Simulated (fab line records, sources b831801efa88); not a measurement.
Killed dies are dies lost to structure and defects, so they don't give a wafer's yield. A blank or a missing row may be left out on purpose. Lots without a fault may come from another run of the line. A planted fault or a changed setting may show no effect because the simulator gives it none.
fab line records | flow sky130
record lots=15 wafers=45 last_day=50
route steps=708 shown METAL1@434 VIA1@473 METAL2@488
lots that met no fault: from a run of the same line without faults
start_h: hours from the record's first day to the start of the lot's first wafer shown | wait_h: hours since the lot's step before | " the same as in the row above | L1.1+2: a row that stands for several wafers | - no value, or no start given | * or withheld: withheld | < > ~ a bound
route shown NAME@n: a module of which the file shows steps, and the number in the route of the first | usual: mean/standard deviation of fault-free wafers | same: alike in all rows | chamber/n: place in a boat | sites: the reading at each site | _std_site: their standard deviation | _edge_site: outer sites' mean less inner sites' | radius_mm: how far each site lies from the wafer's centre | mask NAME#n: copy n | behind: the tool/chamber that last shaped the wafer | hold: why the lot was held/for how many hours/how that ended | device: the transistor (n, p or np) that didn't switch | end of line: the same wafers' tests at the end of the route | a step without rows: its recipe alone | killed: dies lost to structure and defects at the first sort, not the wafer's yield | map: a wafer's dies, x killed, . not, _ none there
set.NAME: the setting as run; set.NAME@STEP: as run at that earlier step | model.NAME: the simulator's own value behind a step, which no gauge read
steps of the route over a sample of lots; a table a step, a row a wafer
services: from which hour (start_h, from the record's first day; less than 0 if before it) a tool's chamber was out of use, for how many hours, and why
## steps
# step SKY_METAL1_SPUTTER_00
# recipe material=Ti target_thk_nm=15 power_w=3000 time_s=10 chamber_pressure_pa=0.4
# usual chamber_pressure_pa=0.3999/0.00076 throttle_valve_pct=30.1/0.86
# columns lot.wafer tool chamber start_h wait_h chamber_pressure_pa throttle_valve_pct
L587.1 pvd_sputter-02 - 736.01 0.2 0.3991 31.1
L587.3 " - " " 0.3989 31.0
L587.4 " - " " 0.3997 29.2
L588.4 pvd_sputter-04 - 738.04 0.2 0.4001 31.0
L588.5 " - " " 0.4004 30.7
L588.6 " - " " 0.3998 28.7
L589.3 pvd_sputter-02 - 764.20 0.2 0.4007 29.4
L589.5 " - " " 0.3997 30.9
L589.6 " - " " 0.4009 30.7
L593.1 pvd_sputter-01 - 784.01 0.1 0.4016 31.2
L593.3 " - " " 0.3997 29.0
L593.6 " - " " 0.3989 29.8
L594.3 pvd_sputter-02 - 796.09 0.2 0.4009 30.8
L594.4 " - " " 0.4011 29.6
L594.6 " - " " 0.4003 29.5
L595.4 pvd_sputter-04 - 798.11 0.2 0.3996 28.8
L595.5 " - " " 0.4006 30.8
L595.6 " - " " 0.3997 30.5
L598.1 pvd_sputter-01 - 821.36 0.1 0.4001 30.2
L598.4 " - " " 0.4003 31.2
L598.6 " - " " 0.4000 28.6
L599.3 pvd_sputter-04 - 827.56 0.1 0.3996 30.4
L599.4 " - " " 0.3999 29.1
L599.6 " - " " 0.3999 30.7
L604.1 pvd_sputter-01 - 869.50 0.1 0.4002 29.5
L604.3 " - " " 0.4016 28.8
L604.6 " - " " 0.3992 29.5
L605.1 pvd_sputter-04 - 876.86 0.2 0.3991 28.7
L605.3 " - " " 0.3999 31.0
L605.5 " - " " 0.3998 31.0
L606.2 pvd_sputter-02 - 880.62 0.1 0.3989 30.8
L606.4 " - " " 0.3972 29.2
L606.6 " - " " 0.3988 31.0
L607.1 pvd_sputter-04 - 887.84 0.2 0.3985 30.6
L607.4 " - " " 0.4005 30.9
L607.6 " - " " 0.3984 31.2
L608.2 pvd_sputter-01 - 895.86 0.1 0.3997 28.9
L608.5 " - " " 0.4002 30.1
L608.6 " - " " 0.3995 28.9
L609.1 pvd_sputter-01 - 924.59 0.2 0.3998 31.1
L609.3 " - " " 0.4006 29.4
L609.4 " - " " 0.3993 30.3
L610.2 pvd_sputter-01 - 925.87 0.2 0.4007 30.2
L610.4 " - " " 0.3996 31.3
L610.5 " - " " 0.4008 28.9
# step SKY_VIA1_ETCH_15
# recipe target=SiO2 chemistry=C4F8/O2/Ar target_depth_nm=351 stop_on=TiN mask_material=KrF-thick source_w=1500 bias_w=1200 pressure_mtorr=40 c4f8_flow_sccm=withheld O2_flow_sccm=6 Ar_flow_sccm=300 time_s=54
# usual oes_product_au=0.982/0.006
# columns lot.wafer tool chamber start_h wait_h oes_product_au rf_hours_counter_h
L587.1 rie_diel-02 0 791.02 0.0 0.989 14
L587.3 " 2 " " 0.983 2
L587.4 " 1 " " 0.980 12
L588.4 rie_diel-02 2 793.79 0.0 0.988 2
L588.5 " 1 " " 0.994 -
L588.6 " 2 " " 0.994 -
L589.3 rie_diel-02 0 818.27 0.0 0.992 15
L589.5 " 2 " " 0.980 -
L589.6 " 0 " " 0.977 -
L593.1 rie_diel-01 2 839.44 0.0 0.985 8
L593.3 " 3 " " 0.973 6
L593.6 " 1 " " 0.977 -
L594.3 rie_diel-03 1 850.54 0.0 0.971 8
L594.4 " 0 " " 0.972 2
L594.6 " 3 " " 0.979 -
L595.4 rie_diel-02 1 852.84 0.0 0.985 13
L595.5 " 3 " " 0.987 -
L595.6 " 0 " " 0.981 -
L598.1 rie_diel-03 2 875.42 0.0 0.978 9
L598.4 " 1 " " 0.989 9
L598.6 " 1 " " 0.995 -
L599.3 rie_diel-01 1 880.57 0.0 0.989 5
L599.4 " 0 " " 0.988 7
L599.6 " 1 " " 0.991 -
L604.1 rie_diel-02 2 922.69 0.0 0.979 6
L604.3 " 1 " " 0.981 15
L604.6 " 3 " " 0.985 -
L605.1 rie_diel-01 1 928.77 0.0 0.982 7
L605.3 " 2 " " 0.981 11
L605.5 " 0 " " 0.985 -
L606.2 rie_diel-01 3 932.37 0.0 0.980 8
L606.4 " 1 " " 0.978 7
L606.6 " 1 " " 0.983 -
L607.1 rie_diel-03 0 939.02 0.0 0.974 6
L607.4 " 2 " " 0.971 -
L607.6 " 2 " " 0.975 -
L608.2 rie_diel-01 2 946.52 0.0 0.985 11
L608.5 " 0 " " 0.980 -
L608.6 " 3 " " 0.986 -
L609.1 rie_diel-01 1 974.79 0.0 0.976 8
L609.3 " 0 " " 0.984 10
L609.4 " 2 " " 0.984 12
L610.2 rie_diel-02 1 975.72 0.0 0.979 17
L610.4 " 3 " " 0.990 21
L610.5 " 3 " " 0.970 -
# step SKY_VIA1_CVD_21
# recipe material=W target_thk_nm=270 time_s=80.902 temp_c=400 pressure_torr=40
# usual chamber_pressure_Torr=39.98/0.1 heater_power_outer_w=551/41 heater_power_w=908/57
# columns lot.wafer tool chamber start_h wait_h chamber_pressure_Torr heater_power_outer_w heater_power_w
L587.1 cvd_w-01 0 791.75 0.0 40.06 529 903
L587.3 " 1 " " 40.00 589 985
L587.4 " 0 " " 39.97 532 893
L588.4 cvd_w-02 1 794.52 0.1 39.97 523 842
L588.5 " 1 " " 40.03 509 851
L588.6 " 0 " " 39.87 489 842
L589.3 cvd_w-02 0 819.07 0.1 39.89 507 851
L589.5 " 0 " " 39.97 496 849
L589.6 " 1 " " 39.99 525 837
L593.1 cvd_w-02 0 840.18 0.0 39.89 515 862
L593.3 " 1 " " 40.00 520 834
L593.6 " 1 " " 40.02 537 842
L594.3 cvd_w-01 0 851.30 0.1 40.02 541 894
L594.4 " 1 " " 39.84 599 989
L594.6 " 1 " " 39.87 613 965
L595.4 cvd_w-02 0 853.57 0.1 40.02 506 844
L595.5 " 0 " " 39.98 497 840
L595.6 " 1 " " 39.92 527 855
L598.1 cvd_w-02 0 876.14 0.0 39.82 514 855
L598.4 " 0 " " 39.78 508 876
L598.6 " 1 " " 39.81 524 846
L599.3 cvd_w-01 1 881.38 0.1 39.84 623 991
L599.4 " 0 " " 40.04 524 921
L599.6 " 1 " " 39.93 603 977
L604.1 cvd_w-01 1 923.43 0.0 - - -
L604.3 " 1 " " - - -
L604.6 " 1 " " - - -
L605.1 cvd_w-01 0 929.51 0.0 - - -
L605.3 " 0 " " - - -
L605.5 " 0 " " - - -
L606.2 cvd_w-01 0 933.11 0.0 - - -
L606.4 " 1 " " - - -
L606.6 " 1 " " - - -
L607.1 cvd_w-01 1 939.76 0.0 39.96 621 975
L607.4 " 1 " " 40.07 612 978
L607.6 " 0 " " 39.88 533 886
L608.2 cvd_w-02 1 947.26 0.0 39.96 504 840
L608.5 " 1 " " 39.94 515 838
L608.6 " 0 " " 39.82 507 871
L609.1 cvd_w-01 1 975.50 0.0 39.81 600 970
L609.3 " 1 " " 40.07 613 1011
L609.4 " 0 " " 40.18 519 892
L610.2 cvd_w-01 0 976.42 0.0 40.06 538 901
L610.4 " 0 " " 40.10 553 907
L610.5 " 0 " " 40.13 544 888
# step SKY_VIA1_RS_MEAS_22
# recipe thk_meas_gauge=four-point-probe reads=W_of_VIA1_CVD_21+TiN_of_VIA1_SPUTTER_20
# usual VIA1_W_RS=0.430/0.0036
# columns lot.wafer tool chamber start_h wait_h VIA1_W_RS[ohm/sq]
L587.1 film_metro-02 - 791.85 0.1 0.432
L587.3 " - " " 0.429
L587.4 " - " " 0.431
L588.4 film_metro-04 - 794.64 0.1 0.428
L588.5 " - " " 0.433
L588.6 " - " " 0.434
L589.3 film_metro-03 - 819.17 0.1 0.427
L589.5 " - " " 0.431
L589.6 " - " " 0.427
L593.1 film_metro-02 - 840.27 0.1 0.430
L593.3 " - " " 0.429
L593.6 " - " " 0.419
L594.3 film_metro-04 - 851.40 0.1 0.424
L594.4 " - " " 0.432
L594.6 " - " " 0.428
L595.4 film_metro-03 - 853.69 0.1 0.425
L595.5 " - " " 0.430
L595.6 " - " " 0.432
L598.1 film_metro-04 - 876.23 0.1 0.429
L598.4 " - " " 0.427
L598.6 " - " " 0.427
L599.3 film_metro-02 - 881.48 0.1 0.428
L599.4 " - " " 0.434
L599.6 " - " " 0.435
L604.1 film_metro-02 - 923.53 0.1 57.658
L604.3 " - " " 58.043
L604.6 " - " " 57.706
L605.1 film_metro-03 - 929.60 0.1 58.964
L605.3 " - " " 57.921
L605.5 " - " " 58.431
L606.2 film_metro-02 - 933.22 0.1 58.346
L606.4 " - " " 57.984
L606.6 " - " " 58.273
L607.1 film_metro-04 - 939.85 0.1 0.434
L607.4 " - " " 0.436
L607.6 " - " " 0.436
L608.2 film_metro-03 - 947.37 0.1 0.434
L608.5 " - " " 0.437
L608.6 " - " " 0.433
L609.1 film_metro-03 - 975.59 0.1 0.432
L609.3 " - " " 0.424
L609.4 " - " " 0.427
L610.2 film_metro-02 - 976.54 0.1 0.424
L610.4 " - " " 0.424
L610.5 " - " " 0.429
# step SKY_VIA1_THK_MEAS_23
# recipe thk_meas_gauge=xrf reads=W_of_VIA1_CVD_21
# usual VIA1_W_THK=261/3.4
# columns lot.wafer tool chamber start_h wait_h VIA1_W_THK[nm]
L587.1 film_metro-02 - 791.97 0.1 257
L587.3 " - " " 259
L587.4 " - " " 257
L588.4 film_metro-04 - 794.73 0.1 261
L588.5 " - " " 259
L588.6 " - " " 258
L589.3 film_metro-03 - 819.27 0.1 267
L589.5 " - " " 264
L589.6 " - " " 268
L593.1 film_metro-02 - 840.39 0.1 259
L593.3 " - " " 260
L593.6 " - " " 265
L594.3 film_metro-04 - 851.50 0.1 265
L594.4 " - " " 261
L594.6 " - " " 262
L595.4 film_metro-03 - 853.78 0.1 268
L595.5 " - " " 266
L595.6 " - " " 264
L598.1 film_metro-04 - 876.35 0.1 262
L598.4 " - " " 263
L598.6 " - " " 263
L599.3 film_metro-02 - 881.58 0.1 258
L599.4 " - " " 257
L599.6 " - " " 255
L604.1 film_metro-02 - 923.65 0.1 <0
L604.3 " - " " <0
L604.6 " - " " <0
L605.1 film_metro-03 - 929.72 0.1 <0
L605.3 " - " " <0
L605.5 " - " " <0
L606.2 film_metro-02 - 933.33 0.1 <0
L606.4 " - " " <0
L606.6 " - " " <0
L607.1 film_metro-04 - 939.97 0.1 257
L607.4 " - " " 256
L607.6 " - " " 257
L608.2 film_metro-03 - 947.48 0.1 260
L608.5 " - " " 258
L608.6 " - " " 260
L609.1 film_metro-03 - 975.71 0.1 264
L609.3 " - " " 267
L609.4 " - " " 266
L610.2 film_metro-02 - 976.65 0.1 262
L610.4 " - " " 261
L610.5 " - " " 260
# step SKY_VIA1_CMP_24
# recipe stop_on=SiO2 t_overpolish_s=15 down_force_psi=3.5 platen_rpm=60 target_thk_nm=0 pad_velocity_m_s=0.94248
# usual edge_zone_pressure_frac=1.000/0.0048 motor_current_A=10.8/0.84 time_to_endpoint_s=66.2/2.6
# columns lot.wafer tool chamber start_h wait_h edge_zone_pressure_frac motor_current_A time_to_endpoint_s
L587.4 cmp-01 0 792.08 0.1 1.003 10.8 62.8
L587.1 " 1 " " 0.998 10.3 61.4
L587.3 " 2 " " 0.998 10.3 66.3
L588.4 cmp-01 0 794.91 0.2 1.004 10.6 65.5
L588.6 " 1 " " 0.997 10.6 66.4
L588.5 " 2 " " 1.002 10.5 66.5
L589.3 cmp-02 2 819.46 0.2 0.995 11.8 64.2
L589.6 " 3 " " 0.997 9.3 67.4
L589.5 " 0 " " 1.005 11.9 64.8
L593.3 cmp-01 3 840.45 0.0 0.999 10.5 70.0
L593.1 " 2 " " 0.994 11.2 67.8
L593.6 " 3 " " 0.998 10.6 69.7
L594.3 cmp-01 3 851.59 0.1 0.999 10.7 69.6
L594.4 " 1 " " 1.008 10.2 67.1
L594.6 " 3 " " 1.004 10.7 67.2
L595.4 cmp-01 0 854.00 0.2 1.002 10.6 69.9
L595.6 " 1 " " 1.008 11.0 67.6
L595.5 " 2 " " 1.005 10.3 71.3
L598.4 cmp-02 3 876.91 0.5 1.000 9.1 63.4
L598.1 " 0 " " 0.993 11.7 65.6
L598.6 " 2 " " 1.008 11.4 61.7
L599.4 cmp-01 0 881.67 0.1 1.004 10.4 64.4
L599.3 " 1 " " 0.993 11.5 66.3
L599.6 " 3 " " 1.005 10.5 62.9
L604.1 cmp-01 0 923.83 0.2 0.999 10.7 5.9
L604.3 " 1 " " 1.002 10.8 5.3
L604.6 " 1 " " 1.001 11.1 6.6
L605.3 cmp-02 3 929.87 0.1 0.992 8.7 8.1
L605.1 " 1 " " 1.004 12.2 9.2
L605.5 " 3 " " 0.995 9.8 7.3
L606.2 cmp-01 2 933.38 0.0 1.007 10.8 7.2
L606.4 " 0 " " 1.005 10.2 8.4
L606.6 " 2 " " 1.004 10.8 6.7
L607.1 cmp-02 2 940.03 0.1 0.996 11.0 60.4
L607.4 " 1 " " 0.996 11.9 63.6
L607.6 " 2 " " 1.002 11.3 64.2
L608.2 cmp-01 2 947.63 0.1 1.002 10.3 62.9
L608.6 " 0 " " 1.004 10.4 63.8
L608.5 " 1 " " 0.990 10.9 62.4
L609.3 cmp-01 1 975.92 0.2 1.002 10.9 66.5
L609.4 " 2 " " 1.013 10.7 66.3
L609.1 " 0 " " 0.994 10.6 61.7
L610.4 cmp-01 2 976.87 0.2 1.004 10.3 64.2
L610.2 " 0 " " 1.000 10.9 66.3
L610.5 " 2 " " 1.004 10.7 63.9
# step SKY_METAL2_RS_MEAS_05
# recipe thk_meas_gauge=four-point-probe reads=TiN_of_METAL2_SPUTTER_04+Ti_of_METAL2_SPUTTER_03+AlCu_of_METAL2_SPUTTER_02+TiN_of_METAL2_SPUTTER_01+Ti_of_METAL2_SPUTTER_00
# usual METAL2_ALCU_RS=0.1267/0.0009
# columns lot.wafer tool chamber start_h wait_h METAL2_ALCU_RS[ohm/sq]
L587.1 film_metro-03 - 792.47 0.0 0.1271
L587.3 " - " " 0.1270
L587.4 " - " " 0.1272
L588.4 film_metro-03 - 795.26 0.1 0.1278
L588.5 " - " " 0.1276
L588.6 " - " " 0.1282
L589.3 film_metro-04 - 819.79 0.1 0.1264
L589.5 " - " " 0.1258
L589.6 " - " " 0.1258
L593.1 film_metro-01 - 840.91 0.0 0.1275
L593.3 " - " " 0.1273
L593.6 " - " " 0.1269
L594.3 film_metro-04 - 852.02 0.1 0.1274
L594.4 " - " " 0.1260
L594.6 " - " " 0.1271
L595.4 film_metro-01 - 854.35 0.1 0.1257
L595.5 " - " " 0.1270
L595.6 " - " " 0.1267
L598.1 film_metro-04 - 877.30 0.0 0.1277
L598.4 " - " " 0.1278
L598.6 " - " " 0.1280
L599.3 film_metro-01 - 882.10 0.1 0.1275
L599.4 " - " " 0.1272
L599.6 " - " " 0.1264
L607.1 film_metro-01 - 940.47 0.0 0.1271
L607.4 " - " " 0.1262
L607.6 " - " " 0.1260
L608.2 film_metro-04 - 947.99 0.0 0.1243
L608.5 " - " " 0.1244
L608.6 " - " " 0.1246
L609.1 film_metro-03 - 976.36 0.0 0.1256
L609.3 " - " " 0.1263
L609.4 " - " " 0.1260
L610.2 film_metro-03 - 977.28 0.0 0.1260
L610.4 " - " " 0.1263
L610.5 " - " " 0.1262
## services
# columns tool chamber start_h hours kind
rie_diel-01 2 724.95 10.0 repair
pvd_sputter-04 - 730.83 1.4 repair
cmp-01 - 744.17 4.0 pm
rie_diel-01 2 752.50 2.7 repair
cvd_w-02 0 753.71 10.1 repair
rie_diel-02 - 758.98 1.9 repair
cmp-02 - 760.87 7.6 pm
cmp-02 - 777.06 0.4 repair
cmp-02 - 787.01 1.3 repair
cmp-01 - 799.99 0.9 repair
rie_diel-01 2 804.33 4.3 repair
rie_diel-02 1 815.38 6.3 repair
rie_diel-02 - 825.16 15.6 pm
pvd_sputter-01 - 838.35 1.6 repair
cmp-02 - 844.74 3.4 pm
rie_diel-02 1 847.68 1.3 repair
cmp-02 - 852.67 2.3 repair
rie_diel-02 1 862.06 12.6 repair
cmp-01 - 873.83 3.1 repair
cvd_w-02 - 904.00 14.0 pm
rie_diel-02 0 925.98 8.3 repair
cvd_w-02 - 933.00 2.8 pm
pvd_sputter-04 - 937.41 8.7 repair
pvd_sputter-04 - 964.66 21.3 repair
## key
first_sign step=SKY_VIA1_CVD_21 reading=tool_record direction=missing
effect step=SKY_VIA1_RS_MEAS_22 reading=VIA1_W_RS direction=up sigmas=99+ usual=0.430 struck=58.147
effect step=SKY_VIA1_THK_MEAS_23 reading=VIA1_W_THK direction=down sigmas=77 usual=261 struck=<0
effect step=SKY_VIA1_CMP_24 reading=time_to_endpoint_s direction=down sigmas=23 usual=* struck=*
met_at SKY_VIA1_CVD_21
struck_lots L604,L605,L606
later_rows_left_out L604.1,L604.3,L604.6,L605.1,L605.3,L605.5,L606.2,L606.4,L606.6
sort_left_out L604.1,L604.3,L604.6,L605.1,L605.3,L605.5,L606.2,L606.4,L606.6
not_acting_at SKY_METAL1_SPUTTER_00,SKY_VIA1_ETCH_15,SKY_METAL2_RS_MEAS_05
onset_between 881.38 923.43
fault kind=skipped_step_whole tool=cvd_w-01 chamber=- onset_h=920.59 steps=SKY_VIA1_CVD_21 scope=struck_lots_only
# sort_left_out: the simulated sort isn't trusted on such a fault, so these wafers' sort isn't shown, and their yield isn't known
# later_rows_left_out: the simulator's readings of these wafers behind a module that went badly wrong aren't trusted and aren't shown, but for the sort
